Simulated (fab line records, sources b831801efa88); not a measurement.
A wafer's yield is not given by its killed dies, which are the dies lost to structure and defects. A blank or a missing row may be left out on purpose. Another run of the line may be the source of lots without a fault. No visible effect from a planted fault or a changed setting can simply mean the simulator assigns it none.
Chamber matching + flow sky130 + 4 sister chambers for SKY_LI_CONTACT_ETCH_15 on rie diel-03
The step etches PSG in C4F8/O2/Ar, stops on Si, target depth 600 nm. 8 wafers are shown with their chamber, then 11 later ones without.

## WAFERS WITH THEIR CHAMBER
| wafer  | chamber | oes product au (a.u.) |
|--------|---------|-----------------------|
| L081.5 | 1       | 0.839                 |
| L085.3 | 1       | 0.845                 |
| L084.2 | 2       | 0.839                 |
| L084.5 | 0       | 0.840                 |
| L090.1 | 0       | 0.833                 |
| L090.5 | 2       | 0.846                 |
| L090.6 | 3       | 0.837                 |
| L093.3 | 3       | 0.840                 |

## WAFERS MISSING THEIR CHAMBER
| wafer  | oes product au (a.u.) |
|--------|-----------------------|
| L093.4 | 0.835                 |
| L093.6 | 0.835                 |
| L094.3 | 0.843                 |
| L094.4 | 0.836                 |
| L094.6 | 0.832                 |
| L096.1 | 0.835                 |
| L096.2 | 0.838                 |
| L096.5 | 0.841                 |
| L097.1 | 0.835                 |
| L097.4 | 0.838                 |
| L097.5 | 0.840                 |

## WHICH CHAMBER EACH WENT THROUGH
| wafer  | from the rows above               | in truth |
|--------|-----------------------------------|----------|
| L093.4 | can't be placed: 0 or 3 or 1 or 2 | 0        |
| L093.6 | can't be placed: 0 or 3 or 1 or 2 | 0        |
| L094.3 | can't be placed: 2 or 1 or 3 or 0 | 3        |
| L094.4 | can't be placed: 0 or 3 or 1 or 2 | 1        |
| L094.6 | can't be placed: 0 or 3 or 1 or 2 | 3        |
| L096.1 | can't be placed: 0 or 3 or 1 or 2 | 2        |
| L096.2 | can't be placed: 3 or 0 or 1 or 2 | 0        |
| L096.5 | can't be placed: 1 or 2 or 3 or 0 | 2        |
| L097.1 | can't be placed: 0 or 3 or 1 or 2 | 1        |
| L097.4 | can't be placed: 3 or 0 or 1 or 2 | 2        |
| L097.5 | can't be placed: 3 or 1 or 2 or 0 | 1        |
Correct placement for 0 of the 11. Unplaceable from these rows: 11, with the true chamber sitting among the candidates in 11. Placed wrongly: 0.
How it was worked out, from the rows above alone: a wafer's distance from a chamber is the root of the sum, over the readings, of the square of ((its reading less the chamber's mean) divided by the reading's scatter). If the next closest chamber is less than 2 further off than the closest, the wafer can't be placed; otherwise it belongs to the closest. A chamber's mean is the mean of its shown wafers. The scatter: take each reading less its chamber's mean, square it, sum over the shown wafers, divide by the number of wafers less the number of chambers, and take the root.
